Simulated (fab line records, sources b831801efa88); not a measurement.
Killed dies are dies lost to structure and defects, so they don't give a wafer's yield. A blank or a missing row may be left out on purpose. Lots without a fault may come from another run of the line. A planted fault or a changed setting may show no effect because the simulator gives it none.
fab line records | flow sfq_line
record lots=7 wafers=18 last_day=77
route steps=325 shown C5@240 M6@251 I6@266 M7@281 M8@325
lots that met no fault: from a run of the same line without faults
start_h: hours from the record's first day to the start of the lot's first wafer shown | wait_h: hours since the lot's step before | " the same as in the row above | L1.1+2: a row that stands for several wafers | - no value, or no start given | * or withheld: withheld | < > ~ a bound
route shown NAME@n: a module of which the file shows steps, and the number in the route of the first | usual: mean/standard deviation of fault-free wafers | same: alike in all rows | chamber/n: place in a boat | sites: the reading at each site | _std_site: their standard deviation | _edge_site: outer sites' mean less inner sites' | radius_mm: how far each site lies from the wafer's centre | mask NAME#n: copy n | behind: the tool/chamber that last shaped the wafer | hold: why the lot was held/for how many hours/how that ended | device: the transistor (n, p or np) that didn't switch | end of line: the same wafers' tests at the end of the route | a step without rows: its recipe alone | killed: dies lost to structure and defects at the first sort, not the wafer's yield | map: a wafer's dies, x killed, . not, _ none there
set.NAME: the setting as run; set.NAME@STEP: as run at that earlier step | model.NAME: the simulator's own value behind a step, which no gauge read
lots at some steps of the route; a table a step, a row a wafer
services: from which hour (start_h, from the record's first day; less than 0 if before it) a tool's chamber was out of use, for how many hours, and why
## steps
# step SFQ_TRILAYER_C5_LITHO_COAT_156
# recipe resist=BARC spin_rpm=3000 resist_thk_nm=62
# step SFQ_TRILAYER_C5_LITHO_COAT_151
# recipe resist=KrF spin_rpm=3000 resist_thk_nm=650
# step SFQ_TRILAYER_C5_LITHO_SOFTBAKE_155
# recipe temp_c=withheld time_s=withheld resist=KrF
# step SFQ_TRILAYER_C5_LITHO_EXPOSE_152
# recipe mask_id=C5 na=0.6 source_shape=conventional sigma_outer=0.65 target_cd_nm=500 dose_mj=21.3
# step SFQ_TRILAYER_C5_LITHO_PEB_154
# recipe peb_temp_c=115 peb_time_s=60 resist=KrF
# step SFQ_TRILAYER_C5_LITHO_DEVELOP_153
# recipe time_s=60 resist=KrF
# step SFQ_C5_OVL_MEAS_937
# usual C5_OVL=4/6.6
# columns lot.wafer tool chamber start_h wait_h C5_OVL[nm]
L666.4 overlay-01 - 1393.90 0.1 3
L666.5 " - " " 3
L666.6 " - " " 6
L667.1 overlay-01 - 1405.88 0.1 -1
L667.4 " - " " 11
L667.6 " - " " 4
L669.1 overlay-01 - 1415.48 0.1 6
L669.2 " - " " 4
L671.2 overlay-02 - 1427.03 0.1 -3
L671.4 " - " " 4
L672.2 overlay-02 - 1436.63 0.1 14
L672.4 " - " " 16
L682.2 overlay-02 - 1507.93 0.1 8
L682.3 " - " " -1
L682.6 " - " " 12
L684.1 overlay-02 - 1515.13 0.1 -7
L684.3 " - " " -9
L684.4 " - " " 6
# step SFQ_TRILAYER_C5_BARC_OPEN_VIA_ETCH_210
# recipe mask_material=PR chemistry=O2 target_depth_nm=125 target=BARC source_w=500 bias_w=80 pressure_mtorr=30 time_s=41.7
# step SFQ_TRILAYER_C5_ETCH_VIA_ETCH_154
# recipe target=SiO2 mask_material=PR chemistry=CHF3 target_depth_nm=84 source_w=500 bias_w=80 pressure_mtorr=30 time_s=withheld stop_on=Nb
# step SFQ_TRILAYER_C5_STRIP_STRIP_155
# recipe gas=O2 power_w=200 platen_temp_c=40 overash_fraction=0.65 chemistry=O2 pressure_mtorr=50
# step SFQ_TRILAYER_C5_STRIP_SOLV_CLEAN_156
# recipe chemistry=NMP temp_c=70 time_s=600
# step SFQ_TRILAYER_M6_DEP_PRE_CLEAN_158
# recipe gas=Ar time_s=22.5 bias_v=250
# step SFQ_TRILAYER_M6_DEP_SPUTTER_157
# recipe material=Nb base_pressure_pa=1.33e-06 chamber_pressure_pa=0.1333 substrate_temp_c=20 target_thk_nm=200 power_w=2000 time_s=133.3
# usual throttle_valve_pct=29.9/0.87
# columns lot.wafer tool chamber start_h wait_h throttle_valve_pct model.Nb_of_TRILAYER_M6_DEP_SPUTTER_157.thk_nm
L666.4 pvd_sputter-04 - 1394.81 0.0 28.9 201.3
L666.5 " - " " 29.2 200.1
L666.6 " - " " 31.5 196.7
L667.1 pvd_sputter-03 - 1407.01 0.0 29.9 202
L667.4 " - " " 29.1 198.4
L667.6 " - " " 30.2 196.8
L669.1 pvd_sputter-03 - 1417.01 0.0 29.7 149
L669.2 " - " " 30.1 201.4
L671.2 pvd_sputter-03 - 1427.96 0.0 29.6 202.5
L671.4 " - " " 29.7 149.7
L672.2 pvd_sputter-03 - 1437.57 0.0 30.0 204.1
L672.4 " - " " 29.3 152.8
L682.2 pvd_sputter-03 - 1508.86 0.0 28.8 201.3
L682.3 " - " " 30.0 202
L682.6 " - " " 30.2 201
L684.1 pvd_sputter-04 - 1516.06 0.0 29.2 197.5
L684.3 " - " " 31.4 198.2
L684.4 " - " " 29.7 197.6
# step SFQ_M6_RS_MEAS_938
# recipe thk_meas_gauge=four-point-probe reads=Nb_of_TRILAYER_M6_DEP_SPUTTER_157
# usual M6_NB_RS=0.895/0.01
# columns lot.wafer tool chamber start_h wait_h M6_NB_RS[ohm/sq]
L666.4 film_metro-02 - 1394.96 0.1 0.885
L666.5 " - " " 0.892
L666.6 " - " " 0.908
L667.1 film_metro-04 - 1407.10 0.0 0.882
L667.4 " - " " 0.896
L667.6 " - " " 0.906
L669.1 film_metro-04 - 1417.10 0.0 1.201
L669.2 " - " " 0.885
L671.2 film_metro-02 - 1428.07 0.1 0.879
L671.4 " - " " 1.195
L672.2 film_metro-04 - 1437.68 0.1 0.872
L672.4 " - " " 1.169
L682.2 film_metro-01 - 1508.97 0.1 0.881
L682.3 " - " " 0.881
L682.6 " - " " 0.886
L684.1 film_metro-02 - 1516.15 0.0 0.900
L684.3 " - " " 0.896
L684.4 " - " " 0.901
# step SFQ_TRILAYER_M6_LITHO_COAT_164
# recipe resist=BARC spin_rpm=3000 resist_thk_nm=62
# step SFQ_TRILAYER_M6_LITHO_COAT_159
# recipe resist=KrF spin_rpm=3000 resist_thk_nm=600
# step SFQ_TRILAYER_M6_LITHO_SOFTBAKE_163
# recipe temp_c=withheld time_s=withheld resist=KrF
# step SFQ_TRILAYER_M6_LITHO_EXPOSE_160
# recipe mask_id=M6 na=0.6 source_shape=conventional sigma_outer=0.65 target_cd_nm=500 dose_mj=14.4
# step SFQ_TRILAYER_M6_LITHO_PEB_162
# recipe peb_temp_c=115 peb_time_s=60 resist=KrF
# step SFQ_TRILAYER_M6_LITHO_DEVELOP_161
# recipe time_s=60 resist=KrF
# step SFQ_M6_OVL_MEAS_940
# usual M6_OVL=-1/6.5
# columns lot.wafer tool chamber start_h wait_h M6_OVL[nm]
L666.4 overlay-01 - 1429.18 0.1 3
L666.5 " - " " 1
L666.6 " - " " -1
L667.1 overlay-01 - 1437.56 0.1 -10
L667.4 " - " " -13
L667.6 " - " " -19
L669.1 overlay-02 - 1447.16 0.1 -6
L669.2 " - " " -11
L671.2 overlay-01 - 1457.96 0.1 6
L671.4 " - " " -2
L672.2 overlay-02 - 1468.34 0.1 -9
L672.4 " - " " 0
L682.2 overlay-01 - 1551.19 0.1 12
L682.3 " - " " 12
L682.6 " - " " 1
L684.1 overlay-01 - 1557.18 0.1 1
L684.3 " - " " 1
L684.4 " - " " -7
# step SFQ_TRILAYER_M6_BARC_OPEN_METAL_ETCH_206
# recipe mask_material=PR chemistry=O2 target_depth_nm=125 target=BARC icp_w=600 bias_w=80 pressure_mtorr=10 time_s=41.7
# usual drypump_motor_current_A=5.5/0.41 he_backside_leak_sccm=3.5/0.33 oes_product_au=0.685/0.0047
# columns lot.wafer tool chamber start_h wait_h drypump_motor_current_A he_backside_leak_sccm oes_product_au rf_hours_counter_h
L666.4 rie_metal-04 0 1429.21 0.0 6.0 3.3 0.692 -
L666.5 " 1 " " 5.8 3.5 0.689 -
L666.6 " 0 " " 6.0 3.3 0.688 -
L667.1 rie_metal-03 1 1437.59 0.0 5.3 3.5 0.682 156
L667.4 " 1 " " 5.3 3.4 0.681 -
L667.6 " 1 " " 5.3 3.4 0.686 -
L669.1 rie_metal-04 1 1447.19 0.0 5.8 3.3 0.689 153
L669.2 " 0 " " 6.0 3.3 0.686 170
L671.2 rie_metal-01 0 1457.99 0.0 5.0 3.7 0.688 81
L671.4 " 0 " " 5.0 3.6 0.687 -
L672.2 rie_metal-01 1 1468.37 0.0 5.8 3.3 0.676 74
L672.4 " 1 " " 5.8 3.3 0.680 -
L682.2 rie_metal-03 1 1551.22 0.0 5.3 3.3 0.683 5
L682.3 " 0 " " 5.1 4.4 0.685 -
L682.6 " 0 " " 5.1 3.3 0.688 -
L684.1 rie_metal-03 1 1557.22 0.0 5.3 3.3 0.690 7
L684.3 " 1 " " 5.3 3.2 0.686 -
L684.4 " 0 " " 5.1 3.8 0.686 -
# step SFQ_TRILAYER_M6_ETCH_METAL_ETCH_162
# recipe target=Nb stop_on=SiO2 mask_material=PR chemistry=Cl2/Ar target_depth_nm=240 icp_w=600 bias_w=80 pressure_mtorr=10 time_s=120
# usual drypump_motor_current_A=5.5/0.41 he_backside_leak_sccm=3.50/0.22 oes_product_au=0.892/0.0068
# columns lot.wafer tool chamber start_h wait_h drypump_motor_current_A he_backside_leak_sccm oes_product_au rf_hours_counter_h
L666.4 rie_metal-04 0 1429.30 0.1 6.0 3.58 0.896 -
L666.5 " 1 " " 5.8 3.49 0.908 -
L666.6 " 0 " " 6.0 3.26 0.890 -
L667.1 rie_metal-03 1 1437.71 0.1 5.3 3.40 0.896 156
L667.4 " 1 " " 5.3 3.55 0.894 -
L667.6 " 1 " " 5.3 3.51 0.881 -
L669.1 rie_metal-04 1 1447.25 0.0 5.9 3.65 0.761 153
L669.2 " 0 " " 6.0 3.41 0.900 170
L671.2 rie_metal-01 0 1458.05 0.0 5.0 3.85 0.900 82
L671.4 " 0 " " 5.0 3.67 0.760 -
L672.2 rie_metal-01 1 1468.43 0.0 5.9 3.50 0.909 74
L672.4 " 1 " " 5.8 3.45 0.771 -
L682.2 rie_metal-03 1 1551.28 0.0 5.3 3.33 0.890 5
L682.3 " 0 " " 5.1 3.18 0.898 -
L682.6 " 0 " " 5.1 3.43 0.891 -
L684.1 rie_metal-03 1 1557.28 0.0 5.3 3.27 0.884 7
L684.3 " 1 " " 5.3 3.21 0.892 -
L684.4 " 0 " " 5.1 3.46 0.887 -
# step SFQ_TRILAYER_M6_STRIP_STRIP_163
# recipe gas=O2 power_w=200 platen_temp_c=40 overash_fraction=0.65 chemistry=O2 pressure_mtorr=50
# usual drypump_motor_current_A=5.5/0.41 he_backside_leak_sccm=3.52/0.22 oes_product_au=1.000/0.013
# columns lot.wafer tool chamber start_h wait_h drypump_motor_current_A he_backside_leak_sccm oes_product_au rf_hours_counter_h
L666.4 rie_metal-04 0 1429.58 0.2 6.0 3.38 0.997 -
L666.5 " 1 " " 5.8 3.62 1.027 -
L666.6 " 0 " " 6.0 3.39 1.003 -
L667.1 rie_metal-03 1 1437.96 0.2 5.3 3.37 0.988 156
L667.4 " 1 " " 5.3 3.42 1.006 -
L667.6 " 1 " " 5.3 3.42 0.995 -
L669.1 rie_metal-04 1 1447.38 0.1 5.8 3.47 1.007 153
L669.2 " 0 " " 6.0 3.42 0.995 170
L671.2 rie_metal-01 0 1458.18 0.1 5.0 3.84 1.000 82
L671.4 " 0 " " 5.0 3.84 0.999 -
L672.2 rie_metal-01 1 1468.55 0.1 5.9 3.30 0.993 74
L672.4 " 1 " " 5.8 3.30 0.996 -
L682.2 rie_metal-03 1 1551.40 0.1 5.3 3.28 1.009 5
L682.3 " 0 " " 5.1 3.56 1.006 -
L682.6 " 0 " " 5.1 3.53 1.025 -
L684.1 rie_metal-03 1 1557.40 0.1 5.3 3.22 1.021 7
L684.3 " 1 " " 5.3 3.34 1.010 -
L684.4 " 0 " " 5.1 3.56 1.017 -
# step SFQ_TRILAYER_M6_STRIP_SOLV_CLEAN_164
# recipe chemistry=NMP temp_c=70 time_s=600
# step SFQ_TRILAYER_I6_DEP_PECVD_165
# recipe material=SiO2 temp_c=150 time_s=111.11 pressure_torr=2.4 rf_w=183.3 precursor=SiH4/N2O target_thk_nm=500
# step SFQ_TRILAYER_I6_CMP_CMP_166
# recipe material=SiO2 down_force_psi=3 platen_rpm=60 pad_velocity_m_s=0.94248
# usual motor_current_A=9.8/0.8 slurry_filter_dp_kPa=13.50/0.13 slurry_flow_ml_min=150.0/0.46 time_to_endpoint_s=215/10
# columns lot.wafer tool chamber start_h wait_h motor_current_A slurry_filter_dp_kPa slurry_flow_ml_min time_to_endpoint_s
L666.4 cmp-01 2 1436.95 6.7 10.3 13.34 150.3 220
L666.5 " 3 " " 9.1 13.46 150.0 222
L666.6 " 0 " " 10.2 13.49 150.7 221
L667.1 cmp-02 0 1443.15 3.8 9.6 13.40 150.6 215
L667.4 " 1 " " 9.3 13.56 149.7 210
L667.6 " 3 1444.65 5.2 10.5 13.71 149.7 208
L669.1 cmp-02 0 1454.83 6.6 10.0 13.44 149.7 218
L669.2 " 3 1456.33 8.1 11.7 13.56 149.7 211
L671.2 cmp-02 1 1472.83 13.8 8.3 13.61 149.5 214
L671.4 " 2 " " 10.0 13.59 150.1 234
L672.2 cmp-01 0 1479.27 9.9 9.2 13.44 149.0 226
L672.4 " 1 " " 9.5 13.43 149.9 227
L682.3 cmp-01 2 1552.76 0.5 9.8 13.48 150.7 219
L682.2 " 0 1553.76 1.5 9.3 13.47 150.3 206
L682.6 " 1 " " 9.6 13.44 150.6 201
L684.3 cmp-02 3 1558.26 0.0 12.2 13.45 150.5 208
L684.4 " 1 1559.26 1.0 8.9 13.51 149.4 216
L684.1 " 2 " " 10.5 13.47 150.1 211
# step SFQ_I6_BOW_MEAS_941
# recipe mode=bow
# usual I6_BOW=4/11
# columns lot.wafer tool chamber start_h wait_h I6_BOW[um]
L666.4 film_metro-02 - 1438.51 1.1 5
L666.5 " - " " 3
L666.6 " - " " -2
L667.1 film_metro-03 - 1445.65 2.0 30
L667.4 " - " " 30
L667.6 " - " " 26
L669.1 film_metro-02 - 1457.83 2.5 11
L669.2 " - " " 16
L671.2 film_metro-02 - 1475.85 2.5 -9
L671.4 " - " " 0
L672.2 film_metro-02 - 1481.29 1.5 5
L672.4 " - " " 4
L682.2 film_metro-01 - 1555.28 1.0 12
L682.3 " - " " 15
L682.6 " - " " 6
L684.1 film_metro-03 - 1561.26 1.0 -6
L684.3 " - " " 8
L684.4 " - " " -2
# step SFQ_TRILAYER_I6_METRO_MEASURE_167
# usual thk_nm=200.2/1.4
# columns lot.wafer tool chamber start_h wait_h thk_nm
L666.4 film_metro-02 - 1439.17 0.6 202.8
L666.5 " - " " 199.9
L666.6 " - " " 200.6
L667.1 film_metro-03 - 1445.77 0.1 201.0
L667.4 " - " " 199.5
L667.6 " - " " 200.2
L669.1 film_metro-02 - 1457.95 0.1 200.4
L669.2 " - " " 200.5
L671.2 film_metro-02 - 1476.15 0.3 198.0
L671.4 " - " " 201.2
L672.2 film_metro-02 - 1481.59 0.3 200.6
L672.4 " - " " 198.5
L682.2 film_metro-01 - 1555.58 0.3 201.4
L682.3 " - " " 201.8
L682.6 " - " " 198.5
L684.1 film_metro-03 - 1561.38 0.1 202.8
L684.3 " - " " 202.1
L684.4 " - " " 200.6
# step SFQ_TRILAYER_I6_VIA_LITHO_COAT_174
# recipe resist=BARC spin_rpm=3000 resist_thk_nm=62
# step SFQ_TRILAYER_I6_VIA_LITHO_COAT_169
# recipe resist=KrF spin_rpm=3000 resist_thk_nm=650
# step SFQ_TRILAYER_I6_VIA_LITHO_SOFTBAKE_173
# recipe temp_c=withheld time_s=withheld resist=KrF
# step SFQ_TRILAYER_I6_VIA_LITHO_EXPOSE_170
# recipe mask_id=I6 na=0.6 source_shape=conventional sigma_outer=0.65 target_cd_nm=700 dose_mj=21.3
# step SFQ_TRILAYER_I6_VIA_LITHO_PEB_172
# recipe peb_temp_c=115 peb_time_s=60 resist=KrF
# step SFQ_TRILAYER_I6_VIA_LITHO_DEVELOP_171
# recipe time_s=60 resist=KrF
# step SFQ_I6_OVL_MEAS_942
# usual I6_OVL=-3/6.7
# columns lot.wafer tool chamber start_h wait_h I6_OVL[nm]
L666.4 overlay-02 - 1542.75 0.1 5
L666.5 " - " " -3
L666.6 " - " " 2
L667.1 overlay-02 - 1551.13 0.1 -3
L667.4 " - " " 3
L667.6 " - " " 2
L669.1 overlay-02 - 1563.13 0.1 -1
L669.2 " - " " 1
L671.2 overlay-02 - 1577.53 0.1 -3
L671.4 " - " " -5
L672.2 overlay-02 - 1583.53 0.1 -1
L672.4 " - " " 0
L682.2 overlay-02 - 1648.46 0.1 15
L682.3 " - " " -2
L682.6 " - " " 8
L684.1 overlay-01 - 1654.45 0.1 -5
L684.3 " - " " -1
L684.4 " - " " -1
# step SFQ_TRILAYER_I6_VIA_BARC_OPEN_VIA_ETCH_235
# recipe mask_material=PR chemistry=O2 target_depth_nm=125 target=BARC source_w=500 bias_w=80 pressure_mtorr=30 time_s=41.7
# step SFQ_TRILAYER_I6_VIA_ETCH_VIA_ETCH_172
# recipe target=SiO2 stop_on=Nb mask_material=PR taper_deg=20 chemistry=CHF3 target_depth_nm=260 source_w=500 bias_w=80 pressure_mtorr=30 time_s=withheld
# usual drypump_motor_current_A=5.87/0.22 oes_product_au=0.855/0.006
# columns lot.wafer tool chamber start_h wait_h drypump_motor_current_A oes_product_au
L666.4 rie_diel-02 0 1542.80 0.0 6.00 0.857
L666.5 " 2 " " 6.13 0.854
L666.6 " 1 " " 6.09 0.850
L667.1 rie_diel-04 1 1551.20 0.0 5.79 0.840
L667.4 " 2 " " 5.86 0.850
L667.6 " 0 " " 5.72 0.858
L669.1 rie_diel-04 3 1563.20 0.0 5.83 0.843
L669.2 " 2 " " 5.86 0.852
L671.2 rie_diel-02 3 1577.60 0.0 5.81 0.856
L671.4 " 3 " " 5.80 0.854
L672.2 rie_diel-03 2 1583.60 0.0 5.92 0.859
L672.4 " 0 " " 5.99 0.847
L682.2 rie_diel-03 1 1648.53 0.0 6.10 0.854
L682.3 " 3 " " 5.24 0.848
L682.6 " 1 " " 6.09 0.840
L684.1 rie_diel-04 2 1654.53 0.0 5.86 0.864
L684.3 " 0 " " 5.72 0.859
L684.4 " 3 " " 5.83 0.854
# step SFQ_TRILAYER_I6_VIA_STRIP_STRIP_173
# recipe gas=O2 power_w=200 platen_temp_c=40 overash_fraction=0.65 chemistry=O2 pressure_mtorr=50
# step SFQ_TRILAYER_I6_VIA_STRIP_SOLV_CLEAN_174
# recipe chemistry=NMP temp_c=70 time_s=600
# step SFQ_TRILAYER_M7_DEP_PRE_CLEAN_176
# recipe gas=Ar time_s=22.5 bias_v=250
# step SFQ_M8_BOW_MEAS_951
# recipe mode=bow
# usual M8_BOW=5/12
# columns lot.wafer tool chamber start_h wait_h M8_BOW[um] model.etest.m6.ohm_um model.etest.i5.link_ohm model.etest.c5.link_ohm model.etest.m6.ohm_sq model.etest.i6.link_ohm
L666.4 film_metro-01 - 1694.22 0.1 13 1.781 2.283 8.017 0.8851 1.887
L666.5 " - " " 9 1.775 2.288 8.068 0.8905 1.889
L666.6 " - " " 5 1.815 2.311 7.946 0.9059 1.9
L667.1 film_metro-02 - 1701.36 0.0 33 1.764 2.26 7.896 0.8819 1.876
L667.4 " - " " 32 1.799 2.296 7.906 0.8979 1.868
L667.6 " - " " 27 1.813 2.295 7.952 0.9051 1.903
L669.1 film_metro-04 - 1708.56 0.0 13 2.372 2.637 8.297 1.196 2.193
L669.2 " - " " 18 1.778 2.248 8.004 0.8845 1.886
L671.2 film_metro-02 - 1721.78 0.0 -6 1.778 2.275 7.886 0.8797 1.844
L671.4 " - " " 2 2.408 2.661 8.261 1.19 2.159
L672.2 film_metro-01 - 1727.88 0.0 6 1.76 2.268 8.06 0.8728 1.863
L672.4 " - " " 4 2.352 2.607 8.368 1.166 2.166
L682.2 film_metro-04 - 1835.71 0.0 17 1.758 2.234 8.057 0.8849 1.877
L682.3 " - " " 18 1.756 2.245 8.103 0.882 1.87
L682.6 " - " " 11 1.758 2.253 7.988 0.8863 1.865
L684.1 film_metro-01 - 1841.87 0.0 -4 1.808 2.305 8.156 0.9021 1.89
L684.3 " - " " 11 1.797 2.302 8.145 0.899 1.891
L684.4 " - " " 0 1.805 2.287 8.055 0.9018 1.883
## services
# columns tool chamber start_h hours kind
cmp-02 - 1378.03 9.0 pm
film_metro-02 - 1379.06 0.6 pm
film_metro-02 - 1381.90 4.5 repair
rie_metal-01 1 1419.81 13.0 repair
cmp-02 - 1435.63 4.0 pm
pvd_sputter-03 - 1448.63 2.0 repair
rie_metal-04 - 1476.18 2.8 pm
rie_metal-01 0 1498.51 3.3 repair
cmp-02 - 1507.57 0.7 repair
rie_metal-03 1 1507.66 5.6 repair
rie_metal-01 - 1513.11 5.3 repair
pvd_sputter-03 - 1514.68 4.7 repair
cmp-02 - 1542.56 4.3 pm
rie_metal-04 - 1551.32 14.6 pm
rie_metal-01 - 1569.53 2.8 pm
rie_metal-04 - 1571.22 1.4 pm
rie_metal-03 0 1588.09 4.3 repair
rie_metal-03 1 1588.18 6.6 repair
rie_metal-03 - 1592.42 1.4 pm
cmp-02 - 1596.94 4.0 pm
cmp-02 - 1611.97 2.4 repair
pvd_sputter-03 - 1612.69 6.9 repair
rie_metal-03 - 1636.12 0.2 repair
cmp-02 - 1637.70 1.0 repair
## key
first_sign step=SFQ_M6_RS_MEAS_938 reading=M6_NB_RS direction=up sigmas=28 usual=0.895 struck=1.188
effect step=SFQ_TRILAYER_M6_ETCH_METAL_ETCH_162 reading=oes_product_au direction=down sigmas=19 usual=0.892 struck=0.764
model_effect step=SFQ_TRILAYER_M6_DEP_SPUTTER_157 value=Nb_of_TRILAYER_M6_DEP_SPUTTER_157.thk_nm without=201.4 struck=150.5
model_effect step=SFQ_M8_BOW_MEAS_951 value=etest.m6.ohm_um without=1.776 struck=2.377
met_at SFQ_TRILAYER_M6_DEP_SPUTTER_157
struck_wafers L669.1,L671.4,L672.4
onset_between 1407.01 1417.01
fault kind=process_parameter_drift tool=pvd_sputter-03 chamber=- onset_h=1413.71 steps=SFQ_TRILAYER_M6_DEP_SPUTTER_157 channel=target_thk_nm offset=-50.872 shape=step end_h=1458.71 scope=struck_wafers_only acts_in=these_recipes_only stated=200
